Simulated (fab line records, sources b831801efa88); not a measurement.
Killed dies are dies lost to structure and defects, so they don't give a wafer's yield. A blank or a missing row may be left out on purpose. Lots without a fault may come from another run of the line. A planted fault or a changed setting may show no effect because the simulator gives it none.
fab line records | flow sfq_line
record lots=6 wafers=18 last_day=91
route steps=325 shown M3@125 I3@133
lots that met no fault: from a run of the same line without faults
start_h: hours from the record's first day to the start of the lot's first wafer shown | wait_h: hours since the lot's step before | " the same as in the row above | L1.1+2: a row that stands for several wafers | - no value, or no start given | * or withheld: withheld | < > ~ a bound
route shown NAME@n: a module of which the file shows steps, and the number in the route of the first | usual: mean/standard deviation of fault-free wafers | same: alike in all rows | chamber/n: place in a boat | sites: the reading at each site | _std_site: their standard deviation | _edge_site: outer sites' mean less inner sites' | radius_mm: how far each site lies from the wafer's centre | mask NAME#n: copy n | behind: the tool/chamber that last shaped the wafer | hold: why the lot was held/for how many hours/how that ended | device: the transistor (n, p or np) that didn't switch | end of line: the same wafers' tests at the end of the route | a step without rows: its recipe alone | killed: dies lost to structure and defects at the first sort, not the wafer's yield | map: a wafer's dies, x killed, . not, _ none there
set.NAME: the setting as run; set.NAME@STEP: as run at that earlier step | model.NAME: the simulator's own value behind a step, which no gauge read
lots at some steps of the route; a table a step, a row a wafer
services: from which hour (start_h, from the record's first day; less than 0 if before it) a tool's chamber was out of use, for how many hours, and why
## steps
# step SFQ_TRILAYER_M3_LITHO_EXPOSE_076
# recipe mask_id=M3 na=0.6 source_shape=conventional sigma_outer=0.65 target_cd_nm=500 dose_mj=14.4
# step SFQ_TRILAYER_M3_LITHO_PEB_078
# recipe peb_temp_c=115 peb_time_s=60 resist=KrF
# step SFQ_TRILAYER_M3_LITHO_DEVELOP_077
# recipe time_s=60 resist=KrF
# step SFQ_M3_OVL_MEAS_921
# usual M3_OVL=-2/6
# columns lot.wafer tool chamber start_h wait_h M3_OVL[nm]
L893.1 overlay-01 - 881.09 0.1 -10
L893.3 " - " " -8
L893.4 " - " " -9
L894.2 overlay-01 - 884.69 0.1 -1
L894.3 " - " " 0
L894.5 " - " " 0
L899.3 overlay-01 - 929.28 0.1 -2
L899.4 " - " " 3
L899.5 " - " " -8
L901.2 overlay-02 - 950.87 0.1 5
L901.4 " - " " -1
L901.5 " - " " 2
L903.1 overlay-01 - 956.85 0.1 -1
L903.2 " - " " 2
L903.4 " - " " -3
L911.1 overlay-02 - 1029.75 0.1 -3
L911.4 " - " " 6
L911.5 " - " " -3
# step SFQ_TRILAYER_M3_BARC_OPEN_METAL_ETCH_100
# recipe mask_material=PR chemistry=O2 target_depth_nm=125 target=BARC icp_w=600 bias_w=80 pressure_mtorr=10 time_s=41.7
# usual drypump_motor_current_A=5.5/0.54 oes_product_au=0.685/0.0049
# columns lot.wafer tool chamber start_h wait_h drypump_motor_current_A oes_product_au rf_hours_counter_h
L893.1 rie_metal-02 0 881.12 0.0 5.8 0.679 25
L893.3 " 0 " " 5.8 0.691 -
L893.4 " 1 " " 4.8 0.680 -
L894.2 rie_metal-04 1 884.74 0.0 6.2 0.687 -
L894.3 " 1 " " 6.2 0.687 -
L894.5 " 1 " " 6.2 0.686 -
L899.3 rie_metal-01 0 929.32 0.0 5.8 0.690 -
L899.4 " 1 " " 5.0 0.690 -
L899.5 " 0 " " 5.8 0.684 -
L901.2 rie_metal-01 1 950.92 0.0 5.0 0.679 -
L901.4 " 1 " " 5.0 0.685 -
L901.5 " 1 " " 5.0 0.681 -
L903.1 rie_metal-02 1 956.88 0.0 4.8 0.674 124
L903.2 " 0 " " 5.8 0.683 34
L903.4 " 0 " " 5.8 0.680 -
L911.1 rie_metal-02 0 1029.78 0.0 5.8 0.692 43
L911.4 " 1 " " 4.8 0.686 -
L911.5 " 1 " " 4.8 0.684 -
# step SFQ_TRILAYER_M3_ETCH_METAL_ETCH_078
# recipe target=Nb stop_on=SiO2 mask_material=PR chemistry=Cl2/Ar target_depth_nm=240 icp_w=600 bias_w=80 pressure_mtorr=10 time_s=120
# usual drypump_motor_current_A=5.5/0.54 oes_product_au=0.892/0.0079
# columns lot.wafer tool chamber start_h wait_h drypump_motor_current_A oes_product_au rf_hours_counter_h
L893.1 rie_metal-02 0 881.18 0.0 5.8 0.884 25
L893.3 " 0 " " 5.8 0.873 -
L893.4 " 1 " " 4.8 0.898 -
L894.2 rie_metal-04 1 884.88 0.1 6.2 0.889 -
L894.3 " 1 " " 6.2 0.892 -
L894.5 " 1 " " 6.2 0.891 -
L899.3 rie_metal-01 0 929.40 0.1 5.8 0.896 -
L899.4 " 1 " " 5.0 0.899 -
L899.5 " 0 " " 5.8 0.908 -
L901.2 rie_metal-01 1 951.06 0.1 5.0 0.897 -
L901.4 " 1 " " 5.0 0.892 -
L901.5 " 1 " " 5.0 0.882 -
L903.1 rie_metal-02 1 956.94 0.0 4.8 0.889 124
L903.2 " 0 " " 5.8 0.901 34
L903.4 " 0 " " 5.8 0.892 -
L911.1 rie_metal-02 0 1029.84 0.0 5.8 0.889 43
L911.4 " 1 " " 4.8 0.892 -
L911.5 " 1 " " 4.8 0.892 -
# step SFQ_TRILAYER_M3_STRIP_STRIP_079
# recipe gas=O2 power_w=200 platen_temp_c=40 overash_fraction=0.65 chemistry=O2 pressure_mtorr=50
# usual drypump_motor_current_A=5.5/0.54 oes_product_au=1.004/0.0083 platen_temp_c=40.00/0.12
# columns lot.wafer tool chamber start_h wait_h drypump_motor_current_A oes_product_au platen_temp_c rf_hours_counter_h
L893.1 rie_metal-02 0 881.31 0.1 5.8 0.999 39.94 25
L893.3 " 0 " " 5.8 0.989 40.00 -
L893.4 " 1 " " 4.8 1.003 40.18 -
L894.2 rie_metal-04 1 885.29 0.4 6.2 0.995 40.02 -
L894.3 " 1 " " 6.2 0.995 40.09 -
L894.5 " 1 " " 6.2 1.001 39.99 -
L899.3 rie_metal-01 0 929.69 0.2 5.8 0.987 39.72 -
L899.4 " 1 " " 5.0 1.004 39.99 -
L899.5 " 0 " " 5.8 0.994 39.73 -
L901.2 rie_metal-01 1 951.47 0.4 5.0 1.000 40.06 -
L901.4 " 1 " " 5.0 0.998 40.06 -
L901.5 " 1 " " 5.0 1.002 40.05 -
L903.1 rie_metal-02 1 957.07 0.1 4.8 1.025 40.26 124
L903.2 " 0 " " 5.8 1.011 40.02 34
L903.4 " 0 " " 5.8 1.016 40.11 -
L911.1 rie_metal-02 0 1029.97 0.1 5.8 1.013 40.05 43
L911.4 " 1 " " 4.8 1.007 39.97 -
L911.5 " 1 " " 4.8 1.011 40.10 -
# step SFQ_TRILAYER_M3_STRIP_SOLV_CLEAN_080
# recipe chemistry=NMP temp_c=70 time_s=600
# step SFQ_TRILAYER_I3_DEP_PECVD_081
# recipe material=SiO2 temp_c=150 time_s=111.11 pressure_torr=2.4 rf_w=183.3 precursor=SiH4/N2O target_thk_nm=500
# usual heater_power_w=85/14 throttle_valve_pct=24.0/1.6
# columns lot.wafer tool chamber start_h wait_h heater_power_w throttle_valve_pct
L893.1 pecvd-01 0 882.08 0.0 70 27.2
L893.3 " 2 " " 102 23.7
L893.4 " 2 " " 106 23.6
L894.2 pecvd-04 2 886.47 0.0 95 23.5
L894.3 " 0 " " 84 27.1
L894.5 " 2 " " 97 23.7
L899.3 pecvd-03 2 930.26 0.0 65 24.9
L899.4 " 2 " " 67 25.0
L899.5 " 0 " " 86 24.2
L901.2 pecvd-03 1 952.66 0.0 82 24.2
L901.4 " 1 " " 83 24.2
L901.5 " 0 " " 83 23.9
L903.1 pecvd-01 1 957.84 0.0 78 22.1
L903.2 " 2 " " 108 21.5
L903.4 " 1 " " 80 21.9
L911.1 pecvd-01 1 1030.74 0.0 73 22.2
L911.4 " 1 " " 77 22.4
L911.5 " 2 " " 113 21.9
# step SFQ_TRILAYER_I3_CMP_CMP_082
# recipe material=SiO2 down_force_psi=3 platen_rpm=60 pad_velocity_m_s=0.94248
# usual motor_current_A=10.1/1.4 slurry_flow_ml_min=150.0/0.46 time_to_endpoint_s=213/7.6
# columns lot.wafer tool chamber start_h wait_h motor_current_A slurry_flow_ml_min time_to_endpoint_s
L893.4 cmp-02 1 882.16 0.0 9.9 150.6 212
L893.1 " 2 " " 12.1 150.5 216
L893.3 " 3 " " 8.7 150.0 215
L894.2 cmp-01 1 886.54 0.0 7.7 150.2 209
L894.3 " 0 888.04 1.5 12.4 150.5 190
L894.5 " 1 " " 7.5 150.4 218
L899.4 cmp-01 1 930.34 0.0 7.6 149.8 222
L899.3 " 2 " " 10.5 149.9 204
L899.5 " 1 932.34 2.0 8.0 150.1 232
L901.4 cmp-02 2 953.24 0.5 10.4 149.8 215
L901.2 " 0 954.24 1.5 10.4 149.3 208
L901.5 " 2 955.24 2.5 12.1 150.7 220
L903.1 cmp-01 2 957.92 0.0 10.2 149.8 209
L903.4 " 0 958.92 1.0 11.6 150.7 217
L903.2 " 1 " " 7.7 149.9 222
L911.1 cmp-01 1 1031.27 0.5 7.7 149.9 231
L911.4 " 0 1032.77 2.0 12.0 149.3 216
L911.5 " 2 1033.77 3.0 10.4 149.3 220
# step SFQ_I3_BOW_MEAS_922
# recipe mode=bow
# usual I3_BOW=4/6.9
# columns lot.wafer tool chamber start_h wait_h I3_BOW[um]
L893.1 film_metro-03 - 885.16 2.0 11
L893.3 " - " " -4
L893.4 " - " " 6
L894.2 film_metro-04 - 889.56 2.5 -1
L894.3 " - " " 1
L894.5 " - " " 10
L899.3 film_metro-02 - 933.38 2.0 8
L899.4 " - " " 5
L899.5 " - " " 11
L901.2 film_metro-03 - 955.76 1.0 10
L901.4 " - " " 0
L901.5 " - " " 13
L903.1 film_metro-03 - 960.92 2.5 14
L903.2 " - " " 8
L903.4 " - " " 6
L911.1 film_metro-03 - 1034.27 2.5 5
L911.4 " - " " 5
L911.5 " - " " 8
# step SFQ_TRILAYER_I3_METRO_MEASURE_083
# step SFQ_TRILAYER_I3_VIA_LITHO_COAT_090
# recipe resist=BARC spin_rpm=3000 resist_thk_nm=62
# columns lot.wafer tool chamber start_h wait_h model.BARC_of_TRILAYER_I3_VIA_LITHO_COAT_090.thk_nm
L893.1 litho_track-03 0 886.48 1.0 62.01
L893.3 " 0 " " 62.06
L893.4 " 0 " " 62.08
L894.2 litho_track-02 0 890.91 0.8 61.91
L894.3 " 0 " " 61.83
L894.5 " 0 " " 61.71
L899.3 litho_track-02 0 934.76 0.7 61.96
L899.4 " 0 " " 62.08
L899.5 " 0 " " 62.03
L901.2 litho_track-02 0 957.11 0.8 62.17
L901.4 " 0 " " 68.96
L901.5 " 0 " " 62.34
L903.1 litho_track-02 0 962.24 1.0 68.71
L903.2 " 0 " " 62.29
L903.4 " 0 " " 68.92
L911.1 litho_track-01 0 1035.59 1.0 61.85
L911.4 " 0 " " 62.06
L911.5 " 0 " " 62.27
# step SFQ_TRILAYER_I3_VIA_LITHO_COAT_085
# recipe resist=KrF spin_rpm=3000 resist_thk_nm=650
# step SFQ_TRILAYER_I3_VIA_LITHO_SOFTBAKE_089
# recipe temp_c=withheld time_s=withheld resist=KrF
# step SFQ_TRILAYER_I3_VIA_LITHO_EXPOSE_086
# recipe mask_id=I3 na=0.6 source_shape=conventional sigma_outer=0.65 target_cd_nm=500 dose_mj=21.3
# step SFQ_TRILAYER_I3_VIA_LITHO_PEB_088
# recipe peb_temp_c=115 peb_time_s=60 resist=KrF
# step SFQ_TRILAYER_I3_VIA_LITHO_DEVELOP_087
# recipe time_s=60 resist=KrF
# step SFQ_I3_OVL_MEAS_923
# usual I3_OVL=0/5.8
# columns lot.wafer tool chamber start_h wait_h I3_OVL[nm]
L893.1 overlay-01 - 1041.87 0.1 -2
L893.3 " - " " -1
L893.4 " - " " -4
L894.2 overlay-01 - 1049.08 0.1 5
L894.3 " - " " 12
L894.5 " - " " 9
L899.3 overlay-02 - 1090.98 0.1 -6
L899.4 " - " " -8
L899.5 " - " " -1
L901.2 overlay-02 - 1113.69 0.1 -4
L901.4 " - " " -5
L901.5 " - " " -7
L903.1 overlay-01 - 1119.68 0.1 2
L903.2 " - " " -11
L903.4 " - " " -4
L911.1 overlay-02 - 1186.80 0.1 10
L911.4 " - " " 3
L911.5 " - " " 10
# step SFQ_TRILAYER_I3_VIA_BARC_OPEN_VIA_ETCH_121
# recipe mask_material=PR chemistry=O2 target_depth_nm=125 target=BARC source_w=500 bias_w=80 pressure_mtorr=30 time_s=41.7
# usual drypump_motor_current_A=5.8/0.44 oes_product_au=0.685/0.0046
# columns lot.wafer tool chamber start_h wait_h drypump_motor_current_A oes_product_au rf_hours_counter_h model.etch.depth_nm
L893.1 rie_diel-02 0 1041.91 0.0 5.9 0.679 6 62.01
L893.3 " 2 " " 5.7 0.689 9 62.06
L893.4 " 3 " " 6.4 0.683 13 62.08
L894.2 rie_diel-01 3 1049.11 0.0 5.8 0.685 9 61.91
L894.3 " 1 " " 4.9 0.695 2 61.83
L894.5 " 0 " " 6.4 0.683 - 61.71
L899.3 rie_diel-01 1 1091.01 0.0 4.9 0.683 2 61.96
L899.4 " 1 " " 4.9 0.688 - 62.08
L899.5 " 2 " " 5.7 0.689 - 62.03
L901.2 rie_diel-04 3 1113.72 0.0 5.7 0.682 6 62.17
L901.4 " 0 " " 5.7 0.723 9 68.96
L901.5 " 0 " " 5.7 0.691 - 62.34
L903.1 rie_diel-01 1 1119.72 0.0 4.9 0.717 3 68.71
L903.2 " 3 " " 5.8 0.689 10 62.29
L903.4 " 2 " " 5.8 0.719 2 68.92
L911.1 rie_diel-04 2 1186.84 0.0 5.4 0.677 16 61.85
L911.4 " 0 " " 5.8 0.684 10 62.06
L911.5 " 0 " " 5.7 0.685 - 62.27
# step SFQ_TRILAYER_I3_VIA_ETCH_VIA_ETCH_088
# recipe target=SiO2 stop_on=Nb mask_material=PR taper_deg=20 chemistry=CHF3 target_depth_nm=260 source_w=500 bias_w=80 pressure_mtorr=30 time_s=withheld
## services
# columns tool chamber start_h hours kind
rie_metal-04 - 866.13 0.2 repair
cmp-01 - 905.45 1.0 repair
pecvd-01 - 933.25 14.0 pm
rie_diel-01 2 934.45 3.2 repair
rie_metal-01 1 938.57 10.9 repair
cmp-01 - 939.34 4.6 pm
pecvd-01 - 941.97 0.9 repair
cmp-01 - 943.93 6.8 pm
rie_metal-02 - 951.62 0.3 repair
rie_metal-04 - 954.85 2.8 pm
pecvd-01 - 961.33 2.6 repair
rie_metal-04 - 968.28 1.4 pm
cmp-01 - 999.89 0.4 repair
rie_metal-01 - 1004.31 0.3 repair
rie_diel-01 3 1012.26 1.6 repair
cmp-01 - 1021.78 6.5 repair
rie_diel-01 2 1039.67 9.6 repair
cmp-01 - 1093.40 4.0 pm
cmp-01 - 1095.07 3.9 repair
cmp-01 - 1104.72 4.0 repair
cmp-01 - 1118.57 0.7 repair
rie_metal-01 1 1148.61 3.9 repair
rie_metal-02 0 1149.82 14.0 repair
rie_metal-01 0 1171.11 2.8 repair
## key
first_sign step=SFQ_TRILAYER_I3_VIA_BARC_OPEN_VIA_ETCH_121 reading=oes_product_au direction=up sigmas=7.6 usual=0.685 struck=0.720
effect none on later readings
model_effect step=SFQ_TRILAYER_I3_VIA_LITHO_COAT_090 value=BARC_of_TRILAYER_I3_VIA_LITHO_COAT_090.thk_nm without=62.13 struck=68.86
model_effect step=SFQ_TRILAYER_I3_VIA_BARC_OPEN_VIA_ETCH_121 value=etch.depth_nm without=62.13 struck=68.86
met_at SFQ_TRILAYER_I3_VIA_LITHO_COAT_090
struck_wafers L901.4,L903.1,L903.4
onset_between 934.76 957.11
fault kind=process_parameter_drift tool=litho_track-02 chamber=- onset_h=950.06 steps=SFQ_TRILAYER_I3_VIA_LITHO_COAT_090 channel=resist_thk_nm offset=6.7159 shape=step end_h=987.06 scope=struck_wafers_only acts_in=these_recipes_only stated=62
